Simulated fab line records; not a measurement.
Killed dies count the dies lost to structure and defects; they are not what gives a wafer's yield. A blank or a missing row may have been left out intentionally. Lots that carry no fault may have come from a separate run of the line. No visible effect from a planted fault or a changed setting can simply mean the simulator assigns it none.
8D (eight disciplines) problem report, filled in by code	flow gf180mcu	the parts of the form that need people (team, actions taken, sign-off) are left out

## 1. THE ISSUE
Wafers without a fault read 93.05 W, standard deviation 0.062; heater power total W at GF_V1_SOFTBAKE_10 reads a mean of 96.31 W on 6 wafers belonging to 2 lots. Relative to the usual mean, that is a shift of +53 standard deviations.
The step: time 60 s.
The first sign was on wafer L477.1 at day 21 22:00, on litho track-04. The record holds 39 wafers of 13 lots with a number at this step. The rule behind "out" and "out of limits": a value lying over 4 standard deviations away from the usual mean. All remaining wafers that have a number are taken as sound.

## 2. WHAT IT IS, AND WHAT IT ISN'T
question	is	is not
which readings at this step	heater power total W, run length s	-
which lots	L477, L479	L468, L469, L482, L483, L484, L485, L486, L487, L488, L489, L490
which wafers of those lots	all that have a number	-
read on which tools	litho track-04	litho track-01, litho track-03
when	from day 21 22:00	up to then (6 sound wafers); but 27 sound wafers of L482, L483, L484, L485, L486, L487, L488, L489, L490 came after

## 3. THE SUSPECTS, EACH WITH WHAT RULES IT OUT
Counting: a tool stays on the suspect list if, at a process step up to the reading, it processed all lots that are out and no sound lot following the first of them.
- litho track-04 at GF_V1_SOFTBAKE_10 (time 60 s): kept. Every lot that is out went through it, starting with L477 (day 21 22:00), and after that it ran no sound lot; the last sound lot it ran before then is L468 (day 17 19:00). Its own readings are out on those wafers: heater power total W, run length s.
After counting, what remains is litho track-04 at GF_V1_SOFTBAKE_10.

## 4. THE CAUSE (what the simulator had put in)
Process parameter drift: litho track-04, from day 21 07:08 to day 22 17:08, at GF_V1_SOFTBAKE_10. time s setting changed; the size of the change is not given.
The count eliminated every tool but this one.

## 5. THE EFFECT CHAIN, in route order
Each row: a reading where the mean over the struck wafers with a number is more than 3 standard deviations away from the usual. Only readings for which the record gives a usual standard deviation are gone through. hours: the time from each lot's start at the first step in this table that gives one to its start at this step, as a median over the lots. sigmas: the change in usual standard deviations.
hours	step	reading	usual	on struck wafers	change	sigmas
0	GF_V1_SOFTBAKE_10	heater power total W	93.05 W	96.31	+3.26	+53
0	GF_V1_SOFTBAKE_10	run length s	89.09 s	83.04	-6.05	-30
It contains these process steps:
- GF_V1_SOFTBAKE_10: time 60 s.
Readings that are blank on the struck wafers while sound wafers have them: plate temp C at GF_V1_SOFTBAKE_10.
At these later measuring or inspecting steps, every struck wafer for which the step has a row has a number for every such reading, and none has moved that far: GF_V2_THK_MEAS_25.

## 6. HOW IT WOULD HAVE BEEN CAUGHT EARLIER
First out-of-limits reading in this record: day 21 22:00, which is 15 hours after fault onset at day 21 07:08.
